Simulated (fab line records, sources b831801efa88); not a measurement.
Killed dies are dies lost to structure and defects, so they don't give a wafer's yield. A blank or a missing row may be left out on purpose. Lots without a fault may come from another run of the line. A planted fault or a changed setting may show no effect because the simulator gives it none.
Tool commonality check | flow sky130 | 13 lots, 39 wafers sampled

WHY IT WAS OPENED
At SKY_NWELL_TW_MEAS_26 the reading NWELL_2_TW is flagged on 1 of 13 lots. Wafers without a fault read 489, standard deviation 3.
Rule: a lot is flagged when every wafer of it that has a number lies more than 4 standard deviations from that mean, or none has a number. The other lots count as sound.

lot  | measured     | on            | NWELL_2_TW, wafer by wafer | flag
L626 | day 5 15:00  | film_metro-03 | 490 488 491                |
L627 | day 5 15:21  | film_metro-03 | 491 489 490                |
L629 | day 6 01:26  | film_metro-04 | 30 30 30                   | FLAGGED
L638 | day 8 09:13  | film_metro-03 | 488 485 488                |
L639 | day 8 15:37  | film_metro-03 | 486 486 488                |
L641 | day 9 00:28  | film_metro-04 | 490 491 490                |
L642 | day 9 08:04  | film_metro-03 | 487 487 488                |
L643 | day 9 14:44  | film_metro-04 | 488 490 491                |
L644 | day 10 00:45 | film_metro-04 | 489 491 494                |
L646 | day 10 09:55 | film_metro-03 | 487 487 488                |
L647 | day 10 14:22 | film_metro-02 | 493 492 489                |
L648 | day 10 22:25 | film_metro-03 | 486 486 485                |
L649 | day 11 05:13 | film_metro-03 | 488 491 485                |
The numbers of the flagged lots are 30 on average: -459 against the usual, or -99 or more standard deviations.

WHICH TOOL RAN EACH LOT
The record holds 3 process steps before the reading, out of a route of 708 steps. In each cell: the tool, then ch and the chambers that the sampled wafers went through, then the start.
lot  | flag    | SKY_FIELD_ISO_ETCH_14             | SKY_DNWELL_STRIP_08                 | SKY_NWELL_EXPOSE_20
L626 |         | rie_diel-02 ch 1,2,3, day 2 07:32 | plasma_asher-04 ch 0,1, day 3 09:53 | iline_stepper-02 ch 0, day 5 06:04
L627 |         | rie_diel-01 ch 0,2,3, day 2 10:23 | plasma_asher-03 ch 0,1, day 3 11:56 | iline_stepper-01 ch 0, day 5 06:54
L629 | FLAGGED | rie_diel-04 ch 0,1,2, day 2 20:10 | plasma_asher-02 ch 0,1, day 3 20:25 | iline_stepper-02 ch 0, day 5 15:35
L638 |         | rie_diel-04 ch 0,1,3, day 4 18:56 | plasma_asher-02 ch 0,1, day 5 20:25 | iline_stepper-02 ch 0, day 7 22:52
L639 |         | rie_diel-01 ch 1,3, day 5 00:53   | plasma_asher-03 ch 0,1, day 6 02:16 | iline_stepper-02 ch 0, day 8 04:32
L641 |         | rie_diel-02 ch 1,2,3, day 5 10:23 | plasma_asher-04 ch 0, day 6 11:16   | iline_stepper-02 ch 0, day 8 13:39
L642 |         | rie_diel-04 ch 0,1,3, day 5 15:59 | plasma_asher-02 ch 0,1, day 6 17:37 | iline_stepper-02 ch 0, day 8 21:23
L643 |         | rie_diel-02 ch 1,2,3, day 5 22:17 | plasma_asher-04 ch 0,1, day 6 23:56 | iline_stepper-01 ch 0, day 9 03:38
L644 |         | rie_diel-02 ch 0,1,3, day 6 05:05 | plasma_asher-03 ch 0,1, day 7 09:22 | iline_stepper-01 ch 0, day 9 13:43
L646 |         | rie_diel-01 ch 0,2,3, day 6 14:02 | plasma_asher-02 ch 0,1, day 7 16:40 | iline_stepper-01 ch 0, day 9 23:05
L647 |         | rie_diel-01 ch 0,2, day 6 19:02   | plasma_asher-04 ch 0,1, day 7 22:28 | iline_stepper-02 ch 0, day 10 03:26
L648 |         | rie_diel-02 ch 0,1,3, day 6 22:02 | plasma_asher-02 ch 0,1, day 8 04:07 | iline_stepper-02 ch 0, day 10 11:05
L649 |         | rie_diel-02 ch 1,2, day 7 05:41   | plasma_asher-02 ch 0,1, day 8 11:34 | iline_stepper-01 ch 0, day 10 18:42
What these steps do:
- SKY_FIELD_ISO_ETCH_14: etches BARC in N2/H2, stops on SiO2, time 48.11 s, target depth 60 nm.
- SKY_DNWELL_STRIP_08: strips in O2/N2.
- SKY_NWELL_EXPOSE_20: exposes mask NWM COMPLEMENT, target cd 840 nm.
- SKY_NWELL_TW_MEAS_26

FLAGGED OVER TOTAL, TOOL BY TOOL (the gauges that took the reading come last)
step                  | tool             | lots run | flagged | share of the flagged lots | sound lots run after its first flagged lot
SKY_FIELD_ISO_ETCH_14 | rie_diel-01      | 4        | 0       | none                      | -
SKY_FIELD_ISO_ETCH_14 | rie_diel-02      | 6        | 0       | none                      | -
SKY_FIELD_ISO_ETCH_14 | rie_diel-04      | 3        | 1       | all                       | 2 (L638,L642)
SKY_DNWELL_STRIP_08   | plasma_asher-02  | 6        | 1       | all                       | 5 (L638,L642,L646,L648,L649)
SKY_DNWELL_STRIP_08   | plasma_asher-03  | 3        | 0       | none                      | -
SKY_DNWELL_STRIP_08   | plasma_asher-04  | 4        | 0       | none                      | -
SKY_NWELL_EXPOSE_20   | iline_stepper-01 | 5        | 0       | none                      | -
SKY_NWELL_EXPOSE_20   | iline_stepper-02 | 8        | 1       | all                       | 6 (L638,L639,L641,L642,L647,L648)
SKY_NWELL_TW_MEAS_26  | film_metro-02    | 1        | 0       | none                      | -
SKY_NWELL_TW_MEAS_26  | film_metro-03    | 8        | 0       | none                      | -
SKY_NWELL_TW_MEAS_26  | film_metro-04    | 4        | 1       | all                       | 3 (L641,L643,L644)

WHAT THE TABLE ALLOWS
4 rows of the table ran every flagged lot: rie_diel-04 at SKY_FIELD_ISO_ETCH_14, plasma_asher-02 at SKY_DNWELL_STRIP_08, iline_stepper-02 at SKY_NWELL_EXPOSE_20, film_metro-04 at SKY_NWELL_TW_MEAS_26.
- rie_diel-04 at SKY_FIELD_ISO_ETCH_14: 1 of its 3 lots flagged. Sound lots ran on it after the first flagged one (L638, L642), which a lasting fault on the whole tool wouldn't allow.
- plasma_asher-02 at SKY_DNWELL_STRIP_08: 1 of its 6 lots flagged. Sound lots ran on it after the first flagged one (L638, L642, L646, L648, L649), which a lasting fault on the whole tool wouldn't allow.
- iline_stepper-02 at SKY_NWELL_EXPOSE_20: 1 of its 8 lots flagged. Sound lots ran on it after the first flagged one (L638, L639, L641, L642, L647, L648), which a lasting fault on the whole tool wouldn't allow.
- film_metro-04 at SKY_NWELL_TW_MEAS_26: 1 of its 4 lots flagged. Sound lots ran on it after the first flagged one (L641, L643, L644), which a lasting fault on the whole tool wouldn't allow.
No row of the table ran every flagged lot and no sound lot after the first.

WHAT THE SIMULATOR HAD PUT IN
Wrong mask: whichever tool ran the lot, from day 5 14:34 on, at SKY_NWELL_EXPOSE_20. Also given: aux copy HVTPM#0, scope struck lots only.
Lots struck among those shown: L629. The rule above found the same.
